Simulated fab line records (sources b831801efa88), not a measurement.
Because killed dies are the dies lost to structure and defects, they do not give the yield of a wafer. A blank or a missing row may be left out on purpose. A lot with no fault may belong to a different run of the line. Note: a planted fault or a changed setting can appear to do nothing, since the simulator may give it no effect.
Matching of chambers | flow gf180mcu | cmp-01 running GF_V2_CMP_26: 4 sister chambers
The step polishes, stops on SiO2, t overpolish 15 s, target thk 0 nm. 8 wafers are shown with their chamber, then 7 later ones without.

EACH WAFER AND ITS CHAMBER
wafer  | chamber | motorCurrentA (A) | timeToEndpointS (s)
L430.1 | 2       | 11.1              | 79
L432.4 | 3       | 9.2               | 81
L432.5 | 0       | 10.1              | 86
L434.2 | 1       | 11.1              | 84
L434.4 | 2       | 11.2              | 79
L434.6 | 1       | 11.2              | 85
L435.2 | 3       | 9.0               | 79
L435.3 | 0       | 10.1              | 88

WAFERS WITHOUT THEIR CHAMBER
wafer  | motorCurrentA (A) | timeToEndpointS (s)
L435.6 | 8.5               | 84
L436.1 | 11.8              | 84
L436.4 | 9.1               | 83
L436.6 | 10.8              | 93
L448.2 | 11.5              | 89
L448.3 | 9.2               | 81
L448.6 | 10.7              | 85

THE CHAMBER EACH PASSED THROUGH
wafer  | from the rows above     | in truth
L435.6 | 3                       | 3
L436.1 | can't be placed: 1 or 2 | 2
L436.4 | 3                       | 3
L436.6 | can't be placed: 1 or 0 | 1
L448.2 | 1                       | 1
L448.3 | 3                       | 3
L448.6 | can't be placed: 1 or 0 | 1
Placed correctly: 4 of 7. Not placeable from these rows: 3 (in 3, the candidates include the true chamber). Placed wrongly: 0.
How it was worked out, from the rows above alone: a wafer's distance from a chamber is the root of the sum, over the readings, of the square of ((its reading less the chamber's mean) divided by the reading's scatter). The wafer belongs to the nearest chamber; if the next one is less than 2 further off, it can't be placed. A chamber's mean is the mean of its shown wafers. The scatter: take each reading less its chamber's mean, square it, sum over the shown wafers, divide by the number of wafers less the number of chambers, and take the root.
